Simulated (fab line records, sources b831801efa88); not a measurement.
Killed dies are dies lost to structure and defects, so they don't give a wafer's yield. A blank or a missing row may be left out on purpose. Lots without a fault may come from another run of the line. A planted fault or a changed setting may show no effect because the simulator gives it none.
fab line records | flow sky130 | part 2 of 2: steps 27 to 37 of 37
record lots=5 wafers=15 last_day=49
route steps=708 shown FIELD_ISO@6 NWELL@32 DNWELL@35
lots that met no fault: from a run of the same line without faults
start_h: hours from the record's first day to the start of the lot's first wafer shown | wait_h: hours since the lot's step before | " the same as in the row above | L1.1+2: a row that stands for several wafers | - no value, or no start given | * or withheld: withheld | < > ~ a bound
route shown NAME@n: a module of which the file shows steps, and the number in the route of the first | usual: mean/standard deviation of fault-free wafers | same: alike in all rows | chamber/n: place in a boat | sites: the reading at each site | _std_site: their standard deviation | _edge_site: outer sites' mean less inner sites' | radius_mm: how far each site lies from the wafer's centre | mask NAME#n: copy n | behind: the tool/chamber that last shaped the wafer | hold: why the lot was held/for how many hours/how that ended | device: the transistor (n, p or np) that didn't switch | end of line: the same wafers' tests at the end of the route | a step without rows: its recipe alone | killed: dies lost to structure and defects at the first sort, not the wafer's yield | map: a wafer's dies, x killed, . not, _ none there
set.NAME: the setting as run; set.NAME@STEP: as run at that earlier step | model.NAME: the simulator's own value behind a step, which no gauge read
lots at some steps of the route; a table a step, a row a wafer
services: from which hour (start_h, from the record's first day; less than 0 if before it) a tool's chamber was out of use, for how many hours, and why
## steps
# step SKY_NWELL_CLEAN_00
# recipe chemistry=SC1/SC2 mix=1:4:20 temp_c=70 time_s=150 dry=n2_spin
# columns lot.wafer tool chamber start_h wait_h
L075.3+4+6 wet_bench-01 3 38.04 0.0
L076.3+5+6 wet_bench-01 0 46.15 0.0
L082.1+2+6 wet_bench-02 3 74.88 0.0
L086.1+4+5 wet_bench-03 2 95.62 0.0
L092.1+4+5 wet_bench-01 0 133.73 0.0
# step SKY_NWELL_OXIDATION_01
# recipe temp_c=900 ambient=O2 stabilise_s=600 purge_s=300 target_thk_a=100 ox_time_s=1418
# usual tube_center_temp_C=900/0.078
# same ox_time_s=1418
# columns lot.wafer tool chamber start_h wait_h tube_center_temp_C
L075.3 furnace-01 0 38.09 0.0 900.1
L075.4 " 0 " " 899.91
L075.6 " 0 " " 900
L076.3 furnace-01 0 46.80 0.6 899.95
L076.5 " 0 " " 899.92
L076.6 " 0 " " 900.18
L082.1 furnace-02 0 75.32 0.4 900.07
L082.2 " 0 " " 900.01
L082.6 " 0 " " 900
L086.1 furnace-01 0 95.68 0.0 900.05
L086.4 " 0 " " 900.02
L086.5 " 0 " " 900.09
L092.1 furnace-02 0 137.26 3.5 900.07
L092.4 " 0 " " 900.03
L092.5 " 0 " " 900.01
# step SKY_NWELL_THK_MEAS_02
# recipe reads=SiO2_of_NWELL_OXIDATION_01
# usual NWELL_OXIDATION_THK=10.00/0.21
# columns lot.wafer tool chamber start_h wait_h NWELL_OXIDATION_THK[nm]
L075.3 film_metro-02 - 39.50 0.0 9.65
L075.4 " - " " 9.54
L075.6 " - " " 9.69
L076.3 film_metro-04 - 48.22 0.0 10.07
L076.5 " - " " 10.25
L076.6 " - " " 10.20
L082.1 film_metro-01 - 76.71 0.0 10.08
L082.2 " - " " 9.99
L082.6 " - " " 9.85
L086.1 film_metro-02 - 97.07 0.0 9.91
L086.4 " - " " 9.89
L086.5 " - " " 9.98
L092.1 film_metro-01 - 138.66 0.0 10.39
L092.4 " - " " 10.24
L092.5 " - " " 10.40
# step SKY_DNWELL_DEHYDRATE_00
# recipe temp_c=200 time_s=60
# usual exhaust_pa=44.9/0.81
# columns lot.wafer tool chamber start_h wait_h exhaust_pa
L075.3 litho_track-03 0 46.40 6.9 46.0
L075.4 " 0 " " 46.2
L075.6 " 0 " " 44.8
L076.3 litho_track-03 0 55.75 7.5 45.8
L076.5 " 0 " " 44.9
L076.6 " 0 " " 44.8
L082.1 litho_track-03 0 84.35 7.6 45.7
L082.2 " 0 " " 45.2
L082.6 " 0 " " 45.5
L086.1 litho_track-03 0 104.80 7.7 42.9
L086.4 " 0 " " 44.6
L086.5 " 0 " " 43.5
L092.1 litho_track-03 0 147.75 9.1 45.6
L092.4 " 0 " " 45.2
L092.5 " 0 " " 45.8
# step SKY_DNWELL_HMDS_01
# recipe prime_time_s=60 prime_temp_c=120
# usual exhaust_pa=45.0/0.82
# same prime_time_s=60
# columns lot.wafer tool chamber start_h wait_h exhaust_pa
L075.3 litho_track-03 0 46.55 0.1 43.3
L075.4 " 0 " " 44.5
L075.6 " 0 " " 45.7
L076.3 litho_track-03 0 55.90 0.1 45.6
L076.5 " 0 " " 45.4
L076.6 " 0 " " 44.9
L082.1 litho_track-03 0 84.50 0.1 43.3
L082.2 " 0 " " 43.9
L082.6 " 0 " " 45.4
L086.1 litho_track-03 0 104.95 0.1 44.7
L086.4 " 0 " " 44.9
L086.5 " 0 " " 46.8
L092.1 litho_track-03 0 147.90 0.1 44.7
L092.4 " 0 " " 44.8
L092.5 " 0 " " 45.4
# step SKY_DNWELL_COAT_02
# recipe spin_rpm=2000 resist_thk_nm=3000
# usual exhaust_pa=45.0/0.79 spin_speed_rpm=2000.1/1.3
# columns lot.wafer tool chamber start_h wait_h exhaust_pa spin_speed_rpm
L075.3 litho_track-03 0 46.70 0.1 45.8 1999.9
L075.4 " 0 " " 45.2 2000.8
L075.6 " 0 " " 45.9 2000.4
L076.3 litho_track-03 0 56.05 0.1 46.6 1998.6
L076.5 " 0 " " 46.2 2000.0
L076.6 " 0 " " 45.5 2000.5
L082.1 litho_track-03 0 84.65 0.1 45.5 2000.4
L082.2 " 0 " " 46.2 1999.2
L082.6 " 0 " " 44.9 2001.2
L086.1 litho_track-03 0 105.10 0.1 44.3 2003.3
L086.4 " 0 " " 44.7 2001.4
L086.5 " 0 " " 43.9 2001.7
L092.1 litho_track-03 0 148.05 0.1 44.8 2000.9
L092.4 " 0 " " 44.3 2000.3
L092.5 " 0 " " 44.3 2000.0
# step SKY_DNWELL_SOFTBAKE_03
# recipe temp_c=110 time_s=withheld
# usual exhaust_pa=44.9/0.92
# columns lot.wafer tool chamber start_h wait_h exhaust_pa
L075.3 litho_track-03 0 46.87 0.1 43.6
L075.4 " 0 " " 45.3
L075.6 " 0 " " 44.2
L076.3 litho_track-03 0 56.22 0.1 42.8
L076.5 " 0 " " 45.1
L076.6 " 0 " " 44.2
L082.1 litho_track-03 0 84.80 0.1 45.9
L082.2 " 0 " " 45.3
L082.6 " 0 " " 45.1
L086.1 litho_track-03 0 105.25 0.1 44.7
L086.4 " 0 " " 44.4
L086.5 " 0 " " 43.8
L092.1 litho_track-03 0 148.20 0.1 46.5
L092.4 " 0 " " 46.3
L092.5 " 0 " " 45.0
# step SKY_DNWELL_EXPOSE_04
# recipe mask_id=DNM na=0.57 target_cd_nm=3000 dose_mj=222
# columns lot.wafer tool chamber start_h wait_h mask
L075.3+4+6 iline_stepper-01 0 - - DNM#0
L076.3+5+6 iline_stepper-02 0 - - DNM#0
L082.1+2+6 iline_stepper-01 0 - - DNM#0
L086.1+4+5 iline_stepper-01 0 - - DNM#0
L092.1+4+5 iline_stepper-01 0 - - DNM#0
# step SKY_DNWELL_PEB_05
# recipe temp_c=115 time_s=withheld
# usual exhaust_pa=45.0/1
# columns lot.wafer tool chamber start_h wait_h exhaust_pa
L075.3 litho_track-03 0 - - 47.0
L075.4 " 0 " " 47.2
L075.6 " 0 " " 46.3
L076.3 litho_track-03 0 - - 45.1
L076.5 " 0 " " 47.3
L076.6 " 0 " " 46.3
L082.1 litho_track-01 0 - - 45.9
L082.2 " 0 " " 44.7
L082.6 " 0 " " 45.2
L086.1 litho_track-03 0 - - 46.4
L086.4 " 0 " " 45.6
L086.5 " 0 " " 45.3
L092.1 litho_track-01 0 - - 45.1
L092.4 " 0 " " 45.2
L092.5 " 0 " " 46.8
# step SKY_DNWELL_DEVELOP_06
# recipe wall_angle_deg=90 developer=TMAH develop_time_s=60 dev_temp_c=23
# usual exhaust_pa=45.2/0.98
# same develop_time_s=60
# columns lot.wafer tool chamber start_h wait_h exhaust_pa
L075.3 litho_track-03 0 - - 45.9
L075.4 " 0 " " 46.5
L075.6 " 0 " " 44.9
L076.3 litho_track-03 0 - - 44.7
L076.5 " 0 " " 44.7
L076.6 " 0 " " 44.6
L082.1 litho_track-01 0 - - 45.4
L082.2 " 0 " " 47.8
L082.6 " 0 " " 46.2
L086.1 litho_track-03 0 - - 46.1
L086.4 " 0 " " 45.1
L086.5 " 0 " " 45.0
L092.1 litho_track-01 0 - - 46.4
L092.4 " 0 " " 45.1
L092.5 " 0 " " 45.8
# step SKY_DNWELL_IMPLANT_07
# recipe species=P energy_kev=withheld dose_cm2=withheld tilt_deg=withheld
# usual end_station_pressure_torr=5.02e-06/2.8e-07
# columns lot.wafer tool chamber start_h wait_h end_station_pressure_torr
L075.3 implanter-03 0 55.40 - 5.34e-06
L075.4 " 0 " " 5.17e-06
L075.6 " 0 " " 4.9e-06
L076.3 implanter-02 0 64.25 - 4.58e-06
L076.5 " 0 " " 5.07e-06
L076.6 " 0 " " 4.81e-06
L082.1 implanter-02 0 93.91 - 5.72e-06
L082.2 " 0 " " 5.23e-06
L082.6 " 0 " " 5.09e-06
L086.1 implanter-02 0 114.50 - 5.03e-06
L086.4 " 0 " " 4.83e-06
L086.5 " 0 " " 4.7e-06
L092.1 implanter-04 0 158.31 - 5.15e-06
L092.4 " 0 " " 4.82e-06
L092.5 " 0 " " 4.91e-06
## services
# columns tool chamber start_h hours kind
rie_diel-02 - 15.09 14.6 pm
wet_bench-03 - 25.97 1.1 repair
wet_bench-03 - 27.11 4.4 pm
krf_scanner-01 - 34.33 0.8 pm
wet_bench-02 - 38.14 8.2 repair
cmp-01 - 42.66 7.4 pm
rie_diel-04 1 45.42 1.8 repair
rie_diel-04 2 47.35 7.7 repair
rie_si-01 0 55.93 1.1 repair
rie_diel-04 1 55.99 6.1 repair
cmp-01 - 64.00 4.0 pm
rie_diel-02 0 68.68 4.7 repair
cmp-01 - 69.84 0.6 repair
rie_diel-02 - 70.21 0.3 repair
krf_scanner-01 - 90.49 0.4 repair
cmp-01 - 100.48 3.0 repair
implanter-02 - 101.48 5.1 repair
rie_diel-04 - 103.95 0.7 repair
rie_diel-02 2 118.00 15.4 repair
furnace-01 - 121.24 9.1 repair
krf_scanner-01 - 129.96 1.0 pm
hdpcvd-02 - 140.05 1.0 repair
rie_diel-02 - 141.85 2.8 pm
iline_stepper-01 - 153.73 1.7 pm
